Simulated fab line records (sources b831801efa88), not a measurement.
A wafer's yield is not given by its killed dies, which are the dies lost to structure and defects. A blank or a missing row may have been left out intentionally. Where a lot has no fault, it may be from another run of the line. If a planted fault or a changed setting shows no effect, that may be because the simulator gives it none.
Which tool was responsible? || flow sky130 || 13 lots with 39 wafers sampled at 2 steps, on a route of 708 steps

WHAT THE GAUGES SHOWED, per wafer
SKY_LDD_LDN_TW_MEAS_13. Usual: for LDD_LDN_TW the level is 1489 and the standard deviation is 7.3.
{"lot": "L975", "measured": "day 23 01:13", "on": "filmMetro-01", "LDD_LDN_TW": "1489 1494 1494", "flag": ""}
{"lot": "L976", "measured": "day 23 11:58", "on": "filmMetro-04", "LDD_LDN_TW": "1497 1496 1481", "flag": ""}
{"lot": "L977", "measured": "day 23 19:28", "on": "filmMetro-01", "LDD_LDN_TW": "1487 1491 1489", "flag": ""}
{"lot": "L979", "measured": "day 24 19:49", "on": "filmMetro-02", "LDD_LDN_TW": "1485 1482 1482", "flag": ""}
{"lot": "L980", "measured": "day 25 06:17", "on": "filmMetro-02", "LDD_LDN_TW": "1485 1484 1487", "flag": ""}
{"lot": "L983", "measured": "day 25 23:22", "on": "filmMetro-04", "LDD_LDN_TW": "1488 1497 1497", "flag": ""}
{"lot": "L984", "measured": "day 26 09:47", "on": "filmMetro-04", "LDD_LDN_TW": "1491 1499 1500", "flag": ""}
{"lot": "L985", "measured": "day 26 20:48", "on": "filmMetro-01", "LDD_LDN_TW": "1499 1498 1499", "flag": ""}
{"lot": "L993", "measured": "day 29 09:43", "on": "filmMetro-04", "LDD_LDN_TW": "1487 1478 1491", "flag": ""}
{"lot": "L995", "measured": "day 30 07:41", "on": "filmMetro-01", "LDD_LDN_TW": "1487 1487 1491", "flag": ""}
{"lot": "L996", "measured": "day 30 02:29", "on": "filmMetro-02", "LDD_LDN_TW": "1481 1490 1482", "flag": ""}
{"lot": "L997", "measured": "day 30 17:35", "on": "filmMetro-04", "LDD_LDN_TW": "1496 1502 1500", "flag": ""}
{"lot": "L998", "measured": "day 30 23:41", "on": "filmMetro-02", "LDD_LDN_TW": "1478 1480 1482", "flag": ""}

WHICH TOOL RAN EACH LOT (tool, then ch and the chambers of the sampled wafers, then the start)
{"lot": "L975", "SKY_VT_ADJUST_LVTN_SOFTBAKE_14": "lithoTrack-03 ch 0, day 7 09:31"}
{"lot": "L976", "SKY_VT_ADJUST_LVTN_SOFTBAKE_14": "lithoTrack-02 ch 0, day 7 14:39"}
{"lot": "L977", "SKY_VT_ADJUST_LVTN_SOFTBAKE_14": "lithoTrack-03 ch 0, day 7 23:22"}
{"lot": "L979", "SKY_VT_ADJUST_LVTN_SOFTBAKE_14": "lithoTrack-03 ch 0, day 8 15:26"}
{"lot": "L980", "SKY_VT_ADJUST_LVTN_SOFTBAKE_14": "lithoTrack-03 ch 0, day 8 22:04"}
{"lot": "L983", "SKY_VT_ADJUST_LVTN_SOFTBAKE_14": "lithoTrack-02 ch 0, day 9 14:08"}
{"lot": "L984", "SKY_VT_ADJUST_LVTN_SOFTBAKE_14": "lithoTrack-02 ch 0, day 9 18:39"}
{"lot": "L985", "SKY_VT_ADJUST_LVTN_SOFTBAKE_14": "lithoTrack-01 ch 0, day 10 09:02"}
{"lot": "L993", "SKY_VT_ADJUST_LVTN_SOFTBAKE_14": "lithoTrack-03 ch 0, day 12 10:53"}
{"lot": "L995", "SKY_VT_ADJUST_LVTN_SOFTBAKE_14": "lithoTrack-01 ch 0, day 12 18:10"}
{"lot": "L996", "SKY_VT_ADJUST_LVTN_SOFTBAKE_14": "lithoTrack-01 ch 0, day 13 01:37"}
{"lot": "L997", "SKY_VT_ADJUST_LVTN_SOFTBAKE_14": "lithoTrack-03 ch 0, day 13 14:16"}
{"lot": "L998", "SKY_VT_ADJUST_LVTN_SOFTBAKE_14": "lithoTrack-02 ch 0, day 13 19:15"}
- SKY_VT_ADJUST_LVTN_SOFTBAKE_14: time 60 s.

AS READ BY THE TOOLS THEMSELVES (means over the sampled wafers that have a number; for cases with no such wafer, the mark the record gives instead)
SKY_VT_ADJUST_LVTN_SOFTBAKE_14. Usual: runLengthS at 89.12 s, with a standard deviation of 0.25.
{"lot": "L975", "tool": "lithoTrack-03", "runLengthS (s)": 89.22, "flag": ""}
{"lot": "L976", "tool": "lithoTrack-02", "runLengthS (s)": 88.75, "flag": ""}
{"lot": "L977", "tool": "lithoTrack-03", "runLengthS (s)": 89.18, "flag": ""}
{"lot": "L979", "tool": "lithoTrack-03", "runLengthS (s)": 89.08, "flag": ""}
{"lot": "L980", "tool": "lithoTrack-03", "runLengthS (s)": 89.16, "flag": ""}
{"lot": "L983", "tool": "lithoTrack-02", "runLengthS (s)": 108.45, "flag": "OFF"}
{"lot": "L984", "tool": "lithoTrack-02", "runLengthS (s)": 108.47, "flag": "OFF"}
{"lot": "L985", "tool": "lithoTrack-01", "runLengthS (s)": 89.37, "flag": ""}
{"lot": "L993", "tool": "lithoTrack-03", "runLengthS (s)": 89.10, "flag": ""}
{"lot": "L995", "tool": "lithoTrack-01", "runLengthS (s)": 89.43, "flag": ""}
{"lot": "L996", "tool": "lithoTrack-01", "runLengthS (s)": 89.36, "flag": ""}
{"lot": "L997", "tool": "lithoTrack-03", "runLengthS (s)": 89.10, "flag": ""}
{"lot": "L998", "tool": "lithoTrack-02", "runLengthS (s)": 88.93, "flag": ""}

THE ANSWER, worked out from the rows above alone
Rule: lot off if the mean of its wafers having a number is beyond 3 standard deviations from the usual mean. A lot without any number at a reading at which 4 lots or more have one is off too. All remaining lots with rows at the step are treated as sound. The gauges are gone through in route order, then the tools' own readings, and for those a lot's mean is taken as printed above. At the first step where some lot is off, the reading lying furthest off is the one used; lots without a number count as furthest.
Off: L983, L984, at SKY_VT_ADJUST_LVTN_SOFTBAKE_14 (runLengthS).
A tool fits if, at that step or a process step before it, it ran every lot that is off, and no sound lot after the first of them. No candidate that was tried fits.

WHAT WAS PUT IN BY THE SIMULATOR
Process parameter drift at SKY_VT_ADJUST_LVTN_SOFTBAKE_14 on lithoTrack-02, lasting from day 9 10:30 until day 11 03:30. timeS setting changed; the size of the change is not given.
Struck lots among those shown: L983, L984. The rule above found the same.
